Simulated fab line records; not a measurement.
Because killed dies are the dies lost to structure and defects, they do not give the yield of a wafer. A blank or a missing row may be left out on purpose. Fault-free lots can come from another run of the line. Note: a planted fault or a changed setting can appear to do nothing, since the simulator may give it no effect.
A lot that was struck, set against a sound lot :: flow sfq_line :: 32 steps out of a route of 325
Sound: the wafers L428.1, L428.2, L428.3. The struck wafers were L442.1, L442.5, L442.6. At the end, the cause is stated.
Per side, at each step with rows, come the tool, then ch with its chambers, and then its first start. Under that, the readings that differ: sound wafers :: struck wafers :: difference of the means :: sigmas: that difference in standard deviations of wafers without a fault.
alike: a reading whose means differ by less than 2 such deviations, as well as words and numbers matching on both sides. not compared: withheld readings; readings where some wafer has no value; bounds like >300 that might hide an equal value; numbers whose values overlap and for which the record gives no deviation.
A row with sigmas, a row that says differs or no value, or rows on one side alone: a step with any of these is where the two part. When numbers do not overlap yet have no deviation, they are printed without sigmas and do not part them. A reading missing from all wafers of one side parts the sides only when that side holds two or more wafers.

SFQ_INCOMING_BOW_MEAS_900:
  struck on film_metro-04, day 5 04:00; sound on film_metro-04, day 2 06:00
  alike: INCOMING_BOW
then, 1 step without rows for these wafers: SFQ_TRILAYER_INCOMING_OXIDATION_002 (target thk 500 nm, ox time 4939 s).
SFQ_TRILAYER_L0_DEP_SPUTTER_003: material MoNx KI, target thk 40 nm, time 100 s.
  struck on pvd_sputter-03, day 5 06:29; sound on pvd_sputter-06, day 2 08:29
reading: cathode_dc_power_W (W)
sound: 799.97 800.21 800.18
struck: 845.48 845.49 845.56
difference: +45.39
sigmas: +99 or more

reading: model.MoNx_KI_of_TRILAYER_L0_DEP_SPUTTER_003.thk_nm (nm)
sound: 38.99 39.23 40.15
struck: 42.26 42.39 42.38
difference: +2.89
sigmas: 
  alike: throttle_valve_pct
SFQ_L0_RS_MEAS_901: measurement is done with a four-point probe.
  struck on film_metro-04, day 5 06:34; sound on film_metro-04, day 2 08:34
reading: L0_MONX_KI_RS (ohm/sq)
sound: 44.6 44.3 43.4
struck: 41.1 41.1 41.0
difference: -3.0
sigmas: -6
SFQ_L0_THK_MEAS_902: measures by xrf.
  struck on film_metro-04, day 5 06:41; sound on film_metro-04, day 2 08:41
reading: L0_MONX_KI_THK (nm)
sound: 38.8 38.9 39.7
struck: 42.3 42.2 42.2
difference: +3.1
sigmas: +6
then, 6 steps without rows for these wafers: SFQ_TRILAYER_L0_LITHO_COAT_010 (resist thk 62 nm); SFQ_TRILAYER_L0_LITHO_COAT_005 (resist thk 600 nm); SFQ_TRILAYER_L0_LITHO_SOFTBAKE_009; SFQ_TRILAYER_L0_LITHO_EXPOSE_006 (exposes mask L0, target cd 2000 nm); SFQ_TRILAYER_L0_LITHO_PEB_008 (peb time 60 s); SFQ_TRILAYER_L0_LITHO_DEVELOP_007 (time 60 s).
-- the record jumps here: 3 days lie between the struck wafers' starts before and after --
SFQ_TRILAYER_L0_BARC_OPEN_METAL_ETCH_010: etches BARC in O2, target depth 125 nm, time 41.7 s.
  sound on rie_metal-03 ch 1, day 5 07:13; struck on rie_metal-01 ch 0,1, day 8 13:43
  alike: drypump_motor_current_A, oes_product_au
  not compared: rf_hours_counter_h
SFQ_TRILAYER_L0_ETCH_METAL_ETCH_008: etches MoNx KI in SF6/O2, stops on SiO2, target depth 50 nm, time 25 s.
  sound on rie_metal-03 ch 1, day 5 07:20; struck on rie_metal-01 ch 0,1, day 8 13:46
reading: oes_product_au (a.u.)
sound: 0.864 0.859 0.872
struck: 0.907 0.901 0.897
difference: +0.037
sigmas: +5
  alike: drypump_motor_current_A
  not compared: rf_hours_counter_h
then, 9 steps without rows for these wafers: SFQ_TRILAYER_L0_STRIP_STRIP_009 (strips in O2); SFQ_TRILAYER_L0_STRIP_SOLV_CLEAN_010 (cleans in NMP, time 600 s); SFQ_TRILAYER_L0_CAP_PECVD_011 (deposits SiO2 from SiH4/N2O, time 13.333 s, target thk 60 nm); SFQ_TRILAYER_L0_VIA_LITHO_COAT_018 (resist thk 62 nm); SFQ_TRILAYER_L0_VIA_LITHO_COAT_013 (resist thk 650 nm); SFQ_TRILAYER_L0_VIA_LITHO_SOFTBAKE_017; SFQ_TRILAYER_L0_VIA_LITHO_EXPOSE_014 (exposes mask L0V, target cd 700 nm); SFQ_TRILAYER_L0_VIA_LITHO_PEB_016 (peb time 60 s); SFQ_TRILAYER_L0_VIA_LITHO_DEVELOP_015 (time 60 s).
-- the record jumps here: 3 days lie between the struck wafers' starts before and after --
SFQ_L0V_OVL_MEAS_903:
  struck on overlay-01, day 11 23:18; sound on overlay-01, day 8 16:07
  alike: L0V_OVL
SFQ_TRILAYER_L0_VIA_BARC_OPEN_VIA_ETCH_021: etches BARC in O2, target depth 125 nm, time 41.7 s.
  sound on rie_diel-03 ch 0,1,3, day 8 16:09; struck on rie_diel-03 ch 2,3, day 11 23:20
  alike: drypump_motor_current_A, oes_product_au
  not compared: rf_hours_counter_h
SFQ_TRILAYER_L0_VIA_ETCH_VIA_ETCH_016: etches SiO2 in CHF3, stops on MoNx KI, target depth 80 nm.
  sound on rie_diel-03 ch 0,1,3, day 8 16:11; struck on rie_diel-03 ch 2,3, day 11 23:23
  alike: drypump_motor_current_A, oes_product_au
SFQ_TRILAYER_L0_VIA_STRIP_STRIP_017: strips in O2.
  sound on rie_metal-01 ch 0,1, day 8 16:14; struck on rie_metal-03 ch 0,1, day 11 23:26
  alike: drypump_motor_current_A, oes_product_au
  not compared: rf_hours_counter_h
then, 2 steps without rows for these wafers: SFQ_TRILAYER_L0_VIA_STRIP_SOLV_CLEAN_018 (cleans in NMP, time 600 s); SFQ_TRILAYER_M0_DEP_PRE_CLEAN_020 (time 15 s).
SFQ_TRILAYER_M0_DEP_SPUTTER_019: material Nb, target thk 200 nm, time 133.3 s.
  struck on pvd_sputter-04, day 12 00:24; sound on pvd_sputter-05, day 8 17:03
  alike: cathode_dc_power_W, throttle_valve_pct
SFQ_M0_RS_MEAS_904: measurement is done with a four-point probe.
  struck on film_metro-02, day 12 00:29; sound on film_metro-02, day 8 17:08
  alike: M0_NB_RS
then, 1 step without rows for these wafers: SFQ_TRILAYER_M0_LITHO_COAT_026 (resist thk 62 nm).
-- the record jumps here: 68 days lie between the struck wafers' starts before and after --
SFQ_M8_BOW_MEAS_951:
  struck on film_metro-02, day 79 23:05; sound on film_metro-04, day 76 20:31
reading: model.etest.l0.ohm_sq
sound: 44.67 44.4 43.39
struck: 41.21 41.09 41.1
difference: -3.02
sigmas: 

reading: model.etest.l0v.link_ohm
sound: 45.59 45.31 44.29
struck: 42.14 42 42
difference: -3.02
sigmas: 

reading: model.etest.l0.ohm_um
sound: 22.32 22.21 21.68
struck: 20.63 20.54 20.56
difference: -1.49
sigmas: 
  alike: M8_BOW

== WHERE THEY PART ==
Earliest at SFQ_TRILAYER_L0_DEP_SPUTTER_003; latest, in this record, at SFQ_TRILAYER_L0_ETCH_METAL_ETCH_008. Later steps at which nothing parts them and some readings are alike: SFQ_L0V_OVL_MEAS_903, SFQ_TRILAYER_L0_VIA_BARC_OPEN_VIA_ETCH_021, SFQ_TRILAYER_L0_VIA_ETCH_VIA_ETCH_016, SFQ_TRILAYER_L0_VIA_STRIP_STRIP_017, SFQ_TRILAYER_M0_DEP_SPUTTER_019, SFQ_M0_RS_MEAS_904, SFQ_M8_BOW_MEAS_951.

WHY: what the simulator had put in
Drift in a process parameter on pvd_sputter-03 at SFQ_TRILAYER_L0_DEP_SPUTTER_003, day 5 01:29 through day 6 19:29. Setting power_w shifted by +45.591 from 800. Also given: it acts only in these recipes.
